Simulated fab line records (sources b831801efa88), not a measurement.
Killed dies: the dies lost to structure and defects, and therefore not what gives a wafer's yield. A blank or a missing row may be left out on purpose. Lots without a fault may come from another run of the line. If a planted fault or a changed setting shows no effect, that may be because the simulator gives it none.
Commonality check across tools | flow gf180mcu | Sample size 11 lots and 37 wafers

== REASON FOR OPENING ==
Of 11 lots, 2 have the reading PSD_TW flagged at GF_PSD_TW_MEAS_11. No-fault wafers: 3159, standard deviation 13.
Rule: a lot is flagged when every wafer of it that has a number lies more than 4 standard deviations from that mean, or none has a number. The rest of the lots are taken to be sound.

lot  | measured     | on           | PSD_TW, wafer by wafer        | flag
L283 | day 14 00:47 | filmMetro-04 | 3164 3174 3175                | 
L286 | day 15 04:22 | filmMetro-04 | 3164 3159 3166                | 
L287 | day 15 17:31 | filmMetro-04 | 3159 3168 3154                | 
L293 | day 17 16:13 | filmMetro-01 | 3141 3157 3157                | 
L294 | day 18 01:10 | filmMetro-04 | 2834 2814 2816 2823 2817 2833 | FLAGGED
L295 | day 18 08:25 | filmMetro-01 | 2805 2812 2822 2802           | FLAGGED
L296 | day 19 01:04 | filmMetro-04 | 3169 3150 3157                | 
L300 | day 20 22:49 | filmMetro-04 | 3137 3148 3147                | 
L302 | day 21 05:56 | filmMetro-02 | 3175 3161 3164                | 
L304 | day 21 09:46 | filmMetro-02 | 3165 3152 3167                | 
L305 | day 22 02:53 | filmMetro-04 | 3149 3138 3160                | 
On average the flagged lots' numbers are 2818, which is -341 against the usual, or -26 standard deviations.

== TOOL THAT RAN EACH LOT ==
2 process steps preceding the reading are held in the record, out of 602 steps in the route. Every cell lists first the tool, next ch and the chambers used by the sampled wafers, and last the start.
lot  | flag    | GF_PSD_IMPLANT_09               | GF_PSD_STRIP_10
L283 |         | implanter-04 ch 0, day 14 00:34 | plasmaAsher-03 ch 0,1, day 14 00:42
L286 |         | implanter-01 ch 0, day 15 04:07 | plasmaAsher-02 ch 0,1, day 15 04:16
L287 |         | implanter-04 ch 0, day 15 17:16 | plasmaAsher-04 ch 0,1, day 15 17:25
L293 |         | implanter-03 ch 0, day 17 15:59 | plasmaAsher-03 ch 0,1, day 17 16:07
L294 | FLAGGED | implanter-04 ch 0, day 18 00:56 | plasmaAsher-04 ch 1, day 18 01:04
L295 | FLAGGED | implanter-04 ch 0, day 18 08:10 | plasmaAsher-04 ch 0,1, day 18 08:19
L296 |         | implanter-01 ch 0, day 19 00:50 | plasmaAsher-02 ch 0, day 19 00:58
L300 |         | implanter-01 ch 0, day 20 22:36 | plasmaAsher-04 ch 0,1, day 20 22:43
L302 |         | implanter-03 ch 0, day 21 05:43 | plasmaAsher-02 ch 0,1, day 21 05:50
L304 |         | implanter-03 ch 0, day 21 09:31 | plasmaAsher-04 ch 0,1, day 21 09:40
L305 |         | implanter-03 ch 0, day 22 02:37 | plasmaAsher-03 ch 0,1, day 22 02:46
What is done by these steps:
- GF_PSD_IMPLANT_09
- GF_PSD_STRIP_10: strips in O2/N2.
- GF_PSD_TW_MEAS_11

== FLAGGED OVER TOTAL, TOOL BY TOOL (the gauges that took the reading come last) ==
step              | tool           | lots run | flagged | share of the flagged lots | sound lots run after its first flagged lot
GF_PSD_IMPLANT_09 | implanter-01   | 3        | 0       | none                      | -
GF_PSD_IMPLANT_09 | implanter-03   | 4        | 0       | none                      | -
GF_PSD_IMPLANT_09 | implanter-04   | 4        | 2       | all                       | 0
GF_PSD_STRIP_10   | plasmaAsher-02 | 3        | 0       | none                      | -
GF_PSD_STRIP_10   | plasmaAsher-03 | 3        | 0       | none                      | -
GF_PSD_STRIP_10   | plasmaAsher-04 | 5        | 2       | all                       | 2 (L300,L304)
GF_PSD_TW_MEAS_11 | filmMetro-01   | 2        | 1       | some                      | 0
GF_PSD_TW_MEAS_11 | filmMetro-02   | 2        | 0       | none                      | -
GF_PSD_TW_MEAS_11 | filmMetro-04   | 7        | 1       | some                      | 3 (L296,L300,L305)

== WHAT IS ALLOWED BY THE TABLE ==
2 rows of the table ran every flagged lot: implanter-04 at GF_PSD_IMPLANT_09, plasmaAsher-04 at GF_PSD_STRIP_10.
- implanter-04 at GF_PSD_IMPLANT_09 ran 4 lots, 2 of them flagged. Last sound lot L287 at day 15 17:16, first flagged lot L294 at day 18 00:56; a fault beginning in between fits. Its own readings (doseIonsCm2, faradayCurrentUA) fall more than 4 standard deviations out on all wafers of the flagged lots.
- plasmaAsher-04 at GF_PSD_STRIP_10 ran 5 lots, 2 of them flagged. Lots that were sound ran on it after the first flagged one (L300, L304); a persistent fault on the entire tool would not allow that. Its own readings (oesProductAu, stripTimeToEndpointS) fall more than 4 standard deviations out on all wafers of the flagged lots.
Left over: one tool, implanter-04 at GF_PSD_IMPLANT_09.

== WHAT THE SIMULATOR HAD PUT IN ==
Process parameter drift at GF_PSD_IMPLANT_09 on implanter-04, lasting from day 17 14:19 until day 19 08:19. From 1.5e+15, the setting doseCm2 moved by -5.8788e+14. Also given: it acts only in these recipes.
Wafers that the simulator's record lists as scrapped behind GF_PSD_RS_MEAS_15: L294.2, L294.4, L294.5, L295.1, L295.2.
Lots struck among those shown: L294, L295. The rule above reached the same finding.
